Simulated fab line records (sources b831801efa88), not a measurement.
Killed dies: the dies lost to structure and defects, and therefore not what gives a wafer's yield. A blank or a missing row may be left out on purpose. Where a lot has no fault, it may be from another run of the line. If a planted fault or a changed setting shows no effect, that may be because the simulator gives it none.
Matching of chambers ; flow gf180mcu ; cmp-02 running GF_STI_CMP_25: 4 sister chambers
The step polishes, stops on Si3N4, t overpolish 33 s, target thk 524.6 nm. 8 wafers are shown with their chamber, then 8 later ones without.

== EACH WAFER AND ITS CHAMBER ==
wafer;chamber;motor current A (A);time to endpoint s (s)
L077.2;3;12.4;126
L080.2;0;12.7;122
L081.5;1;11.4;118
L081.6;2;13.8;116
L087.1;3;12.9;126
L087.3;1;11.6;119
L087.4;0;12.9;121
L094.1;2;13.2;120

== WAFERS MISSING THEIR CHAMBER ==
wafer;motor current A (A);time to endpoint s (s)
L094.2;12.3;127
L094.3;12.5;128
L096.2;12.2;127
L096.4;13.0;129
L096.5;12.2;131
L097.3;12.9;129
L097.5;13.0;128
L097.6;10.9;124

== THE CHAMBER EACH PASSED THROUGH ==
wafer;from the rows above;in truth
L094.2;3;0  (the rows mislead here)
L094.3;3;3
L096.2;3;3
L096.4;3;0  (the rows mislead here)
L096.5;3;3
L097.3;3;3
L097.5;3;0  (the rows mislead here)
L097.6;can't be placed: 1 or 3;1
Correctly placed: 4 of 8. Can't be placed from these rows: 1 (the true chamber is among the candidates in 1). Wrongly placed: 3.
How it was worked out, from the rows above alone: a wafer's distance from a chamber is the root of the sum, over the readings, of the square of ((its reading less the chamber's mean) divided by the reading's scatter). The wafer belongs to the nearest chamber; if the next one is less than 2 further off, it can't be placed. For every chamber, the mean is computed from those of its wafers that are shown. The scatter is the square root of a quotient: the sum, over the shown wafers, of each reading's squared deviation from its chamber's mean, divided by wafers minus chambers.
